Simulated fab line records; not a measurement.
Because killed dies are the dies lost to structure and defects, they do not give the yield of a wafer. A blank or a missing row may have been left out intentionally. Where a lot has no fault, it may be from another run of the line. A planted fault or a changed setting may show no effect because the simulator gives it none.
Struck lot and sound lot, side by side ; flow sky130 ; 43 out of 708 route steps
Sound: the wafers L208.1, L208.2, L208.4. Wafers struck: L220.2, L220.4, L220.5. Last of all comes the cause.
Order at every step that has rows: each side's tool, ch and its chambers, its first start. Under that, the readings that differ: sound wafers ; struck wafers ; difference of the means ; sigmas: that difference in standard deviations of wafers without a fault.
alike: readings with means less than 2 such deviations apart, plus words and numbers identical on both sides. not compared: withheld readings, readings lacking a value on some wafer, bounds such as >300 that could conceal the same value, and numbers that have no deviation in the record and whose values overlap.
A row with sigmas, a row that says differs or no value, or rows on one side alone: a step with any of these is where the two part. When numbers do not overlap yet have no deviation, they are printed without sigmas and do not part them. A reading missing from all wafers of one side parts the sides only when that side holds two or more wafers.

first, 1 step without rows for these wafers: SKY_VT_ADJUST_LVTN_IMPLANT_19.
SKY_VT_ADJUST_LVTN_STRIP_20: strips in O2/N2.
  sound on plasmaAsher-04 ch 0,1, day 8 21:35; struck on plasmaAsher-03 ch 0, day 12 07:50
reading;sound;struck;difference;sigmas
drypumpMotorCurrentA (A);5.0 5.7 5.0;6.0 6.0 6.0;+0.8;+2
  alike: oesProductAu, stripTimeToEndpointS
  not compared: rfHoursCounterH
SKY_VT_ADJUST_LVTN_TW_MEAS_21:
  sound on filmMetro-04 at day 8 21:41; struck on filmMetro-04 at day 12 07:56
  alike: VT_ADJUST_LVTN_2_TW
then, 7 steps without rows for these wafers: SKY_VT_ADJUST_NCORE_DEHYDRATE_00 (time 60 s); SKY_VT_ADJUST_NCORE_HMDS_01 (prime time 60 s); SKY_VT_ADJUST_NCORE_COAT_02 (resist thk 1140 nm); SKY_VT_ADJUST_NCORE_SOFTBAKE_03 (time 60 s); SKY_VT_ADJUST_NCORE_EXPOSE_04 (exposes mask LVTN COMPLEMENT THIN, target cd 380 nm); SKY_VT_ADJUST_NCORE_PEB_05; SKY_VT_ADJUST_NCORE_DEVELOP_06 (develop time 60 s).
SKY_VT_ADJUST_NCORE_CD_MEAS_07 targets a cd of 380 nm.
  sound on cdSem-01 at day 9 19:13; struck on cdSem-01 at day 13 09:07
  alike: cdNm
SKY_VT_ADJUST_NCORE_OVL_MEAS_08:
  sound on overlay-01 at day 9 19:20; struck on overlay-02 at day 13 09:13
  alike: VT_ADJUST_NCORE_OVL
SKY_VT_ADJUST_NCORE_IMPLANT_09:
  sound on implanter-03 ch 0, day 9 19:23; struck on implanter-02 ch 0, day 13 09:17
  alike: doseIonsCm2
SKY_VT_ADJUST_NCORE_STRIP_10: strips in O2/N2.
  sound on plasmaAsher-03 ch 0,1, day 9 19:32; struck on plasmaAsher-02 ch 0,1, day 13 09:24
  alike: drypumpMotorCurrentA, oesProductAu, stripTimeToEndpointS
  not compared: rfHoursCounterH
SKY_VT_ADJUST_NCORE_TW_MEAS_11:
  sound on filmMetro-03 at day 9 19:38; struck on filmMetro-02 at day 13 09:31
reading;sound;struck;difference;sigmas
VT_ADJUST_NCORE_TW;220.6 219.6 218.5;213.1 214.6 212.8;-6.1;-2
then, 7 steps without rows for these wafers: SKY_VT_ADJUST_HVTR_DEHYDRATE_00 (time 60 s); SKY_VT_ADJUST_HVTR_HMDS_01 (prime time 60 s); SKY_VT_ADJUST_HVTR_COAT_02 (resist thk 1140 nm); SKY_VT_ADJUST_HVTR_SOFTBAKE_03 (time 60 s); SKY_VT_ADJUST_HVTR_EXPOSE_04 (exposes mask HVTRM, target cd 380 nm); SKY_VT_ADJUST_HVTR_PEB_05; SKY_VT_ADJUST_HVTR_DEVELOP_06 (develop time 60 s).
SKY_VT_ADJUST_HVTR_CD_MEAS_07 targets a cd of 380 nm.
  sound on cdSem-02 at day 10 18:00; struck on cdSem-02 at day 14 10:58
  alike: cdNm
SKY_VT_ADJUST_HVTR_OVL_MEAS_08:
  sound on overlay-02 at day 10 18:07; struck on overlay-01 at day 14 11:05
reading;sound;struck;difference;sigmas
VT_ADJUST_HVTR_OVL (nm);-1.8 -2.4 -2.2;0.9 0.9 0.1;+2.8;+2
then, 1 step without rows for these wafers: SKY_VT_ADJUST_HVTR_IMPLANT_09.
SKY_VT_ADJUST_HVTR_STRIP_10: strips in O2/N2.
  sound on plasmaAsher-04 ch 0,1, day 10 18:18; struck on plasmaAsher-04 ch 0,1, day 14 11:16
  alike: drypumpMotorCurrentA, oesProductAu, stripTimeToEndpointS
  not compared: rfHoursCounterH
SKY_VT_ADJUST_HVTR_TW_MEAS_11:
  sound on filmMetro-03 at day 10 18:24; struck on filmMetro-04 at day 14 11:22
  alike: VT_ADJUST_HVTR_TW
then, 7 steps without rows for these wafers: SKY_VT_ADJUST_PCH_DEHYDRATE_00 (time 60 s); SKY_VT_ADJUST_PCH_HMDS_01 (prime time 60 s); SKY_VT_ADJUST_PCH_COAT_02 (resist thk 3000 nm); SKY_VT_ADJUST_PCH_SOFTBAKE_03; SKY_VT_ADJUST_PCH_EXPOSE_04 (exposes mask NWM, target cd 840 nm); SKY_VT_ADJUST_PCH_PEB_05; SKY_VT_ADJUST_PCH_DEVELOP_06 (develop time 60 s).
SKY_VT_ADJUST_PCH_OVL_MEAS_07:
  sound on overlay-01 at day 11 18:21; struck on overlay-02 at day 15 14:01
  alike: VT_ADJUST_PCH_OVL
then, 1 step without rows for these wafers: SKY_VT_ADJUST_PCH_IMPLANT_08.
SKY_VT_ADJUST_PCH_STRIP_09: strips in O2/N2.
  sound on plasmaAsher-01 ch 0,1, day 11 18:32; struck on plasmaAsher-01 ch 1, day 15 14:11
  alike: drypumpMotorCurrentA, oesProductAu, stripTimeToEndpointS
  not compared: rfHoursCounterH
SKY_VT_ADJUST_PCH_TW_MEAS_10:
  sound on filmMetro-04 at day 11 18:38; struck on filmMetro-01 at day 15 14:18
  alike: VT_ADJUST_PCH_TW
then, 4 steps without rows for these wafers: SKY_SONOS_TUNNEL_DEHYDRATE_00 (time 60 s); SKY_SONOS_TUNNEL_HMDS_01 (prime time 60 s); SKY_SONOS_TUNNEL_COAT_02 (resist thk 1140 nm); SKY_SONOS_TUNNEL_SOFTBAKE_03 (time 60 s).
-- here the record skips 34 days between the struck wafers' starts before and after, leaving off in module SONOS_TUNNEL and picking up in module PAD_OPEN (first step shown: number 708 of the route) --
SKY_PAD_OPEN_PROBE_99:
  sound on prober-02 at day 47 00:16; struck on prober-02 at day 49 20:07
reading;sound;struck;difference;sigmas
model.etest.capOno.gateBvV (V);16.94 16.57 16.5;7.54 7.388 7.589;-9.16;
model.etest.capThickOxide.gateBvV (V);15.34 15.47 15.17;11.42 11.59 11.28;-3.90;
model.etest.capThickOxide.gateLog10ACm2;-6.731 -6.859 -6.756;-4.151 -4.219 -4.284;+2.564;
model.etest.diodeNwellSub.leakLog10ACm2;-7.427 -7.48 -7.252;-6.06 -5.926 -5.65;+1.51;
model.etest.diodeDnwellSub.leakLog10ACm2;-7.487 -7.319 -7.514;-5.787 -5.834 -5.776;+1.641;
model.etest.capThinOxide.gateLog10ACm2;-7.008 -6.767 -7.02;-5.71 -5.945 -5.814;+1.11;
model.etest.diodePwellDnwell.leakLog10ACm2;-7.646 -7.194 -7.745;-6.182 -6.259 -6.394;+1.250;
model.etest.capThinOxide.gateBvV (V);7.078 6.777 6.827;5.779 5.941 6.089;-0.958;
  alike: killed_at_M0_to_M3, killed_at_M4_up, killedAtContacts, killedAtFrontEnd, killedAtOther, killedDies, killedOpen, killedShort

== WHERE THEY PART ==
First at SKY_VT_ADJUST_LVTN_STRIP_20; last, within this record, at SKY_VT_ADJUST_HVTR_OVL_MEAS_08. Later steps at which nothing parts them and some readings are alike: SKY_VT_ADJUST_HVTR_STRIP_10, SKY_VT_ADJUST_HVTR_TW_MEAS_11, SKY_VT_ADJUST_PCH_OVL_MEAS_07, SKY_VT_ADJUST_PCH_STRIP_09, SKY_VT_ADJUST_PCH_TW_MEAS_10, SKY_PAD_OPEN_PROBE_99.

WHY: what had been put in by the simulator
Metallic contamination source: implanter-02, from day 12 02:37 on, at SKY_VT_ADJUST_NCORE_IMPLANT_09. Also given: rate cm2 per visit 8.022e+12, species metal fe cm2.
